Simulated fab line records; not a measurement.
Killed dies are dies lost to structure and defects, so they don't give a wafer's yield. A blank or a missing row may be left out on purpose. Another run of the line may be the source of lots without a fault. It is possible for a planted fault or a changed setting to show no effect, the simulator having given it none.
A lot that was struck, set against a sound lot :: flow sky130 :: 15 out of 708 route steps
Sound: the wafers L273.2, L273.4, L273.6. Wafers L265.1, L265.2, L265.6 were the ones struck. The cause comes at the end.
At each step with rows: each side's tool, then ch and its chambers, then its first start. Under that, the readings that differ: sound wafers :: struck wafers :: difference of the means :: sigmas: that difference in standard deviations of wafers without a fault.
alike: a reading whose means differ by less than 2 such deviations, as well as words and numbers matching on both sides. not compared: withheld readings; readings where some wafer has no value; bounds like >300 that might hide an equal value; numbers whose values overlap and for which the record gives no deviation.
Wherever a step has rows on one side only, a row that says differs or no value, or a row with sigmas, the two part there. Non-overlapping numbers with no deviation appear without sigmas and do not part them. Lack of a reading on every wafer of one side parts them only where that side has two or more wafers.

SKY_GATE_OXIDE_OVL_MEAS_10:
  sound: overlay-01 at day 20 13:47; struck: overlay-02 at day 17 20:21
  alike: GATE_OXIDE_OVL
then, 2 steps without rows for these wafers: SKY_GATE_OXIDE_IMPLANT_11; SKY_GATE_OXIDE_WET_ETCH_12 (etches SiO2 in dHF, target depth 16.8 nm, time 336 s).
SKY_GATE_OXIDE_STRIP_13: strips in O2/N2.
  sound on plasma-asher-01 ch 1, day 20 14:05; struck on plasma-asher-03 ch 0,1, day 17 20:38
  alike: drypump-motor-current-A, oes-product-au, strip-time-to-endpoint-s
  not compared: rf-hours-counter-h
SKY_GATE_OXIDE_TW_MEAS_14:
  sound: film-metro-03 at day 20 14:11; struck: film-metro-03 at day 17 20:44
  alike: GATE_OXIDE_TW
then, 3 steps without rows for these wafers: SKY_GATE_OXIDE_CLEAN_15 (cleans in SC1/SC2, time 150 s); SKY_GATE_OXIDE_OXIDATION_16 (stabilise 600 s, purge 300 s, target thk 3.57 nm); SKY_POLY_GATE_CVD_00 (deposits poly-Si, target thk 180 nm, time 720 s).
SKY_POLY_GATE_THK_MEAS_01:
  sound: film-metro-01 at day 20 17:02; struck: film-metro-02 at day 18 01:02
  alike: POLY_GATE_CVD_00_THK
then, 3 steps without rows for these wafers: SKY_RES_PROTECT_DEHYDRATE_00 (time 60 s); SKY_RES_PROTECT_HMDS_01 (prime time 60 s); SKY_RES_PROTECT_COAT_02 (resist thk 1140 nm).
SKY_RES_PROTECT_SOFTBAKE_03: time 60 s.
  sound on litho-track-03 ch 0, day 21 08:24; struck on litho-track-02 ch 0, day 18 16:09
reading: heater-power-total-W (W)
sound: 56.60 56.67 56.63
struck: 58.39 58.33 58.35
difference: +1.72
sigmas: +39

reading: run-length-s (s)
sound: 89.26 88.98 89.10
struck: 83.48 83.97 83.63
difference: -5.42
sigmas: -42
  alike: chill-plate-temp-C, resist-line-temp-C
then, 1 step without rows for these wafers: SKY_RES_PROTECT_EXPOSE_04 (exposes mask RPM, target cd 1270 nm).
-- the record jumps here: 30 days lie between the struck wafers' starts before and after (it left off in module RES_PROTECT and takes up again in module PAD_OPEN, whose first step shown is number 708 of the route) --
SKY_PAD_OPEN_PROBE_99:
  sound: prober-02 at day 50 13:45; struck: prober-02 at day 48 20:08
  alike: killed_at_M0_to_M3, killed_at_M4_up, killed-at-contacts, killed-at-front-end, killed-at-other, killed-dies, killed-open, killed-short

== WHERE THEY PART ==
At SKY_RES_PROTECT_SOFTBAKE_03 and nowhere else, as far as this record goes. Later steps at which nothing parts them and some readings are alike: SKY_PAD_OPEN_PROBE_99.

WHY: the cause the simulator had injected
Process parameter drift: litho-track-02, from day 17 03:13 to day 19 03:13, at SKY_RES_PROTECT_SOFTBAKE_03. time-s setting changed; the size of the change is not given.
